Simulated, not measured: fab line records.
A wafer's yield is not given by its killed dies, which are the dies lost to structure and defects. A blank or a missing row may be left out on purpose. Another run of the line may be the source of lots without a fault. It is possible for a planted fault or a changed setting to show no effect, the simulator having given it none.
What tool caused it? ; flow gf180mcu ; 10 lots with 30 wafers sampled at 4 steps, on a route of 602 steps

WHAT THE GAUGES SHOWED, per wafer
GF_V2_OVL_MEAS_15.
lot;measured;on;V2_OVL (nm)
L926;day 20 04:14;overlay-02;2 -4 2
L932;day 22 23:09;overlay-02;0 -3 -6
L934;day 23 05:34;overlay-02;-3 -11 -7
L935;day 23 17:31;overlay-01;-4 -6 -3
L937;day 24 08:10;overlay-01;5 2 -3
L939;day 24 22:05;overlay-02;-6 -5 -2
L941;day 25 19:48;overlay-01;7 7 7
L943;day 26 09:47;overlay-02;3 -3 -2
L948;day 27 16:11;overlay-01;-2 -10 -5
L949;day 28 01:41;overlay-01;8 8 8

GF_V2_RS_MEAS_24: a four-point-probe measurement.
lot;measured;on;V2_W_RS (ohm/sq)
L926;day 20 05:09;filmMetro-02;0.328 0.333 0.329
L932;day 23 00:06;filmMetro-01;0.326 0.322 0.326
L934;day 23 06:29;filmMetro-01;0.324 0.321 0.330
L935;day 23 18:28;filmMetro-01;0.326 0.328 0.323
L937;day 24 09:06;filmMetro-02;0.324 0.326 0.326
L939;day 24 23:00;filmMetro-02;0.325 0.327 0.328
L941;day 25 20:44;filmMetro-01;0.244 0.244 0.327 0.245 0.244 0.327
L943;day 26 10:45;filmMetro-04;0.243 0.326 0.322 0.243 0.326 0.322
L948;day 27 17:24;filmMetro-04;0.332 0.325 0.326
L949;day 28 02:40;filmMetro-01;0.332 0.333 0.334

GF_V2_THK_MEAS_25: measures by xrf.
lot;measured;on;V2_W_THK (nm)
L926;day 20 05:16;filmMetro-02;331 326 328
L932;day 23 00:13;filmMetro-01;332 335 332
L934;day 23 06:36;filmMetro-01;334 336 330
L935;day 23 18:35;filmMetro-01;333 329 334
L937;day 24 09:13;filmMetro-02;333 332 329
L939;day 24 23:07;filmMetro-02;332 331 328
L941;day 25 23:28;filmMetro-01;434 435 330 436 434 329
L943;day 26 12:31;filmMetro-04;433 331 335 434 331 335
L948;day 27 17:31;filmMetro-04;327 334 333
L949;day 28 02:46;filmMetro-01;323 325 322

TOOL THAT RAN EACH LOT (tool first, then ch and the chambers of the sampled wafers, then the start)
lot;GF_V2_CVD_23
L926;cvdW-01 ch 0,1, day 20 05:02
L932;cvdW-01 ch 0,1, day 22 23:58
L934;cvdW-02 ch 0,1, day 23 06:22
L935;cvdW-01 ch 0,1, day 23 18:21
L937;cvdW-01 ch 0,1, day 24 08:58
L939;cvdW-01 ch 0,1, day 24 22:53
L941;cvdW-01 ch 0,1, day 25 20:37
L943;cvdW-01 ch 0,1, day 26 10:38
L948;cvdW-02 ch 0,1, day 27 17:17
L949;cvdW-02 ch 0, day 28 02:32
- GF_V2_CVD_23: deposits W, target thk 350 nm, time 104.94 s.

AS READ BY THE TOOLS THEMSELVES (means over the sampled wafers that have a number; for cases with no such wafer, the mark the record gives instead)
GF_V2_CVD_23.
lot;tool;chamberPressureTorr (Torr);heaterPowerW (W);susceptorTempC (C)
L926;cvdW-01;40.03;729;400.12
L932;cvdW-01;39.96;739;399.93
L934;cvdW-02;39.88;815;399.91
L935;cvdW-01;40.01;750;400.00
L937;cvdW-01;40.04;746;400.01
L939;cvdW-01;39.97;740;400.19
L941;cvdW-01;39.93;817;410.78
L943;cvdW-01;40.03;773;405.30
L948;cvdW-02;40.06;795;400.20
L949;cvdW-02;40.06;824;399.84

THE ANSWER, worked out from the rows above alone
Rule: the usual values come from the lots themselves. The widest of any qualifying gaps counts: lots, ordered by their means at a reading, are off when they make up no more than a third of the lots, leave a main group of 4 or more, and stand apart from it by 3 or more times the standard deviation of that group's means. A main group is skipped when, at the precision printed for the reading in the tables above, its means are all equal. A lot without any number at a reading at which 4 lots or more have one is off too. Where the step has rows for the other lots, those lots are counted as sound. After the gauges, taken in route order, come the tools' own readings; for these a lot's mean is taken, as printed above. At the first step where some lot is off, the reading lying furthest off is the one used; lots without a number count as furthest.
Off: L941, L943, seen at GF_V2_RS_MEAS_24 (V2_W_RS). Mean 0.327 ohm/sq and standard deviation 0.0027 in the main group.
If a tool, at a process step before that reading, ran all the lots that are off and no sound lot after the first of them, it fits. Not tried: the gauges at GF_V2_RS_MEAS_24; whatever is off there is also off at GF_V2_CVD_23, on other tools, and gauge error can't account for it. One fits: cvdW-01 at GF_V2_CVD_23. A fault onset in the window from L939 (day 24 22:53, its last sound lot) to L941 (day 25 20:37, its first lot off) fits.
The tool's own readings at GF_V2_CVD_23 bear it out: on the lots that are off they differ by more than 5 times the standard deviation of the sound lots' means. susceptorTempC reads 408.04 C there against 400.02 C on the sound lots.

WHAT WAS PUT IN BY THE SIMULATOR
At GF_V2_CVD_23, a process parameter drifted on cvdW-01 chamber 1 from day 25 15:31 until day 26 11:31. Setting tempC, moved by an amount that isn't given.
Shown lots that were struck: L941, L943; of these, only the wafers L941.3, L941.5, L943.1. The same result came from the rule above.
